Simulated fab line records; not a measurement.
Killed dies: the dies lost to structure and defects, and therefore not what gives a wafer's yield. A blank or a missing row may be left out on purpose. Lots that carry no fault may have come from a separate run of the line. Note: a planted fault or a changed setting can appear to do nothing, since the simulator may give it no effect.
The tool behind it: which one?	flow gf180mcu	12 lots with 36 wafers sampled at 3 steps, on a route of 602 steps

## WHAT THE GAUGES READ, wafer by wafer
GF_M2_RS_MEAS_05: the measuring method here is four-point-probe.
lot	measured	on	M2_ALCU_RS (ohm/sq)
L597	day 18 10:08	film-metro-04	0.0680 0.0692 0.0694
L598	day 18 22:45	film-metro-02	0.0704 0.0714 0.0705
L599	day 19 08:55	film-metro-02	0.0699 0.0703 0.0688
L601	day 20 03:06	film-metro-02	0.0709 0.0694 0.0708
L602	day 20 13:32	film-metro-04	0.0692 0.0691 0.0692
L603	day 21 00:35	film-metro-04	0.0708 0.0692 0.0703
L604	day 21 11:16	film-metro-02	0.0709 0.0698 0.0698
L607	day 22 06:49	film-metro-02	0.0707 0.0694 0.0693
L615	day 24 22:20	film-metro-02	0.0693 0.0698 0.0697
L617	day 25 16:01	film-metro-01	0.0704 0.0695 0.0703
L618	day 25 20:32	film-metro-02	0.0720 0.0719 0.0723
L619	day 26 09:09	film-metro-02	0.0712 0.0713 0.0697

GF_V2_THK_MEAS_01.
lot	measured	on	V2_CVD_00_THK (nm)
L597	day 19 11:29	film-metro-01	598 600 602
L598	day 20 00:37	film-metro-03	591 595 599
L599	day 20 09:58	film-metro-03	602 602 606
L601	day 21 03:34	film-metro-01	597 604 602
L602	day 21 13:39	film-metro-01	589 599 597
L603	day 22 00:40	film-metro-04	601 598 589
L604	day 22 11:05	film-metro-01	608 607 591
L607	day 23 06:30	film-metro-03	592 597 595
L615	day 25 20:29	film-metro-04	608 609 603
L617	day 26 13:05	film-metro-01	602 612 609
L618	day 26 17:55	film-metro-04	612 599 606
L619	day 27 05:52	film-metro-04	616 609 602

GF_V2_THK_MEAS_03.
lot	measured	on	V2_CVD_02_THK (nm)
L597	day 19 11:37	film-metro-01	850 831 868
L598	day 20 00:45	film-metro-03	854 854 858
L599	day 20 10:05	film-metro-01	827 834 854
L601	day 21 03:42	film-metro-03	843 850 859
L602	day 21 13:49	film-metro-03	840 832 852
L603	day 22 00:47	film-metro-01	826 850 847
L604	day 22 11:13	film-metro-04	832 843 837
L607	day 23 06:38	film-metro-04	844 853 874
L615	day 25 20:37	film-metro-01	841 852 855
L617	day 26 13:13	film-metro-03	853 839 840
L618	day 26 18:03	film-metro-01	826 833 833
L619	day 27 05:59	film-metro-04	847 855 860

## TOOL THAT RAN EACH LOT (tool first, then ch and the chambers of the sampled wafers, then the start)
Before these readings, the record contains no process step.

## AS READ BY THE TOOLS THEMSELVES (means over the sampled wafers that have a number; for cases with no such wafer, the mark the record gives instead)
The record holds no such reading with a usual standard deviation.

## THE ANSWER, worked out from the rows above alone
Rule: the usual values come from the lots themselves. The widest of any qualifying gaps counts: lots, ordered by their means at a reading, are off when they make up no more than a third of the lots, leave a main group of 4 or more, and stand apart from it by 3 or more times the standard deviation of that group's means. A main group is skipped when, at the precision printed for the reading in the tables above, its means are all equal. A lot without any number at a reading at which 4 lots or more have one is off too. The other lots that the step has rows for count as sound. After the gauges, taken in route order, come the tools' own readings; for these a lot's mean is taken, as printed above. At the first step where some lot is off, the reading lying furthest off is the one used; lots without a number count as furthest.
No lot is off on any of the readings shown, so nothing can be concluded from this.

## WHAT THE SIMULATOR PUT IN
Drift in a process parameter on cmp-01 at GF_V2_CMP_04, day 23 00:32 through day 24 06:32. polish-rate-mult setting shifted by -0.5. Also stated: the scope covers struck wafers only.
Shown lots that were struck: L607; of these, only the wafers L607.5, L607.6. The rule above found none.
